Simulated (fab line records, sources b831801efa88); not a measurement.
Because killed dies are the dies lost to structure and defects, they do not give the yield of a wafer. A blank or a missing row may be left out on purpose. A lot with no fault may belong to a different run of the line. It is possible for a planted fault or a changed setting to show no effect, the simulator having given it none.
One fault through the eyes of 2 desks || flow sky130 || only its own numbers are on each desk; what lay behind them is given at the end

## DESK OF THE TOOL OWNER: hdpcvd-02
The tool's own readings at SKY_VIA2_HDPCVD_00 (deposits SiO2, target thk 1180 nm, time 196.7 s): means of the sampled wafers that have a number, for each lot that ran on this tool. If a lot's mean is further than 4 standard deviations from the usual mean, the lot is out of limits and carries the mark OUT (the distance appears in the brackets).
Columns: A = susceptor_temp_C at SKY_VIA2_HDPCVD_00, usual 400.03 C
{"lot": "L306", "first seen here": "day 35 01:41", "A": 400.27}
{"lot": "L307", "first seen here": "day 35 08:40", "A": 400.03}
{"lot": "L308", "first seen here": "day 36 00:12", "A": 399.97}
{"lot": "L311", "first seen here": "day 36 23:43", "A": 399.94}
{"lot": "L325", "first seen here": "day 41 09:42", "A": 399.98}
{"lot": "L327", "first seen here": "day 41 11:30", "A": 400.11}
{"lot": "L328", "first seen here": "day 41 18:45", "A": 400.05}
This desk found nothing out of limits on any of the 7 lots.

## METROLOGY DESK
What the gauges read for every lot (on any tool): the sampled wafers with a number, averaged. If a lot's mean is further than 4 standard deviations from the usual mean, the lot is out of limits and carries the mark OUT (the distance appears in the brackets).
Columns: A = VIA1_W_RS at SKY_VIA1_RS_MEAS_22, usual 0.428 ohm/sq; B = METAL2_OVL at SKY_METAL2_OVL_MEAS_16, usual -1 nm; C = VIA2_HDPCVD_THK at SKY_VIA2_THK_MEAS_01, usual 1182 nm
{"lot": "L306", "first seen here": "day 33 21:27", "A": 0.434, "B": -2, "C": 1177}
{"lot": "L307", "first seen here": "day 34 05:01", "A": 0.435, "B": 1, "C": 1178}
{"lot": "L308", "first seen here": "day 34 20:05", "A": 0.428, "B": 4, "C": 1190}
{"lot": "L311", "first seen here": "day 35 20:23", "A": 0.421, "B": -3, "C": "962 (-17) OUT"}
{"lot": "L320", "first seen here": "day 38 07:46", "A": 0.429, "B": 3, "C": 1175}
{"lot": "L322", "first seen here": "day 39 10:31", "A": 0.429, "B": -10, "C": 1188}
{"lot": "L324", "first seen here": "day 39 22:52", "A": 0.430, "B": -6, "C": 1186}
{"lot": "L323", "first seen here": "day 40 00:28", "A": 0.430, "B": -1, "C": 1182}
{"lot": "L325", "first seen here": "day 40 07:34", "A": 0.427, "B": 4, "C": 1186}
{"lot": "L327", "first seen here": "day 40 09:03", "A": 0.433, "B": -9, "C": 1172}
{"lot": "L328", "first seen here": "day 40 15:55", "A": 0.423, "B": -1, "C": 1162}
{"lot": "L329", "first seen here": "day 41 01:41", "A": 0.424, "B": -2, "C": 1172}
Finding of this desk: L311 out of limits, first seen on L311 at day 36 23:51 (VIA2_HDPCVD_THK at SKY_VIA2_THK_MEAS_01). L306, L307, L308, L320, L322, L324, L323, L325, L327, L328, L329: within limits.

## TAKEN TOGETHER
At day 36 23:51 the metrology desk could have sounded an alarm, on L311.
The desk of the tool owner found nothing out of limits.
Tool owner's desk: L311 on record, inside its limits.
SKY_VIA2_HDPCVD_00 was run on hdpcvd-02 by each of the lots named.

## WHAT HAD BEEN PUT IN BY THE SIMULATOR
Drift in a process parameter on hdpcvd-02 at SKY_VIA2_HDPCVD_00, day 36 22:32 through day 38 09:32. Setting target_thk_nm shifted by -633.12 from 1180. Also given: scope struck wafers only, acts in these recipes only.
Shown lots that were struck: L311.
Hours from the fault's start to each desk's first reading out of limits: the metrology desk, 1.
